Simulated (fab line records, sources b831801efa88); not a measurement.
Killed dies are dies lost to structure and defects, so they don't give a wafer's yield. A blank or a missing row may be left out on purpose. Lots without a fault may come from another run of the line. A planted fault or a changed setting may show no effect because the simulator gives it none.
Problem report in the 8D (eight disciplines) form, filled by code | flow gf180mcu | the parts of the form that need people (team, actions taken, sign-off) are left out

1. THE PROBLEM
heater_power_total_W at GF_M2_PEB_12 reads a mean of 84.88 W on 5 wafers of 2 lots; wafers without a fault read 85.70 W with a standard deviation of 0.073. That is -11 standard deviations from the usual mean.
The step: peb time 90 s.
First seen on wafer L651.2, day 22 08:16, on litho_track-03. The record holds 38 wafers of 13 lots with a number at this step. Rule for "out", or "out of limits": more than 4 standard deviations from the usual mean. The other wafers with a number count as sound.

2. WHAT IT IS AND WHAT IT IS NOT
question                    | is                                 | is not
which readings at this step | heater_power_total_W, plate_temp_C | -
which lots                  | L651, L652                         | L643, L644, L646, L647, L648, L656, L659, L662, L663, L665, L666
which wafers of those lots  | all that have a number             | -
read on which tools         | litho_track-03                     | litho_track-01, litho_track-04
when                        | from day 22 08:16                  | up to then (15 sound wafers); but 18 sound wafers of L656, L659, L662, L663, L665, L666 came after

3. SUSPECTS, AND WHAT RULES EACH OUT
Counting: a tool at a process step up to the reading stays a suspect if it ran every lot that is out and no sound lot after the first of them.
- litho_track-03 at GF_M2_PEB_12 (peb time 90 s): ruled out as a lasting fault. Sound lots L665 ran on it after its first lot that is out, L651 (day 22 08:16).
Left after counting: nothing in the record.

4. THE CAUSE (what the simulator had put in)
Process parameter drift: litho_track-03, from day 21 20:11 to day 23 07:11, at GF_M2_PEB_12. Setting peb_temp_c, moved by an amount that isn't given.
Counting ruled it out, wrongly.

5. THE CHAIN OF EFFECTS, in route order
Each row: a reading whose mean over the struck wafers that have a number lies more than 3 standard deviations from the usual. Only readings for which the record gives a usual standard deviation are gone through. hours: the time from each lot's start at the first step in this table that gives one to its start at this step, as a median over the lots. sigmas: the change in usual standard deviations.
hours | step         | reading              | usual    | on struck wafers | change | sigmas
0     | GF_M2_PEB_12 | heater_power_total_W | 85.70 W  | 84.88            | -0.82  | -11
0     | GF_M2_PEB_12 | plate_temp_C         | 135.00 C | 134.03           | -0.97  | -6.9
The process steps in it:
- GF_M2_PEB_12: peb time 90 s.

6. WHAT WOULD HAVE CAUGHT IT SOONER
In this record the first reading out of limits was taken at day 22 08:16, 12 hours after the fault began at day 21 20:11.
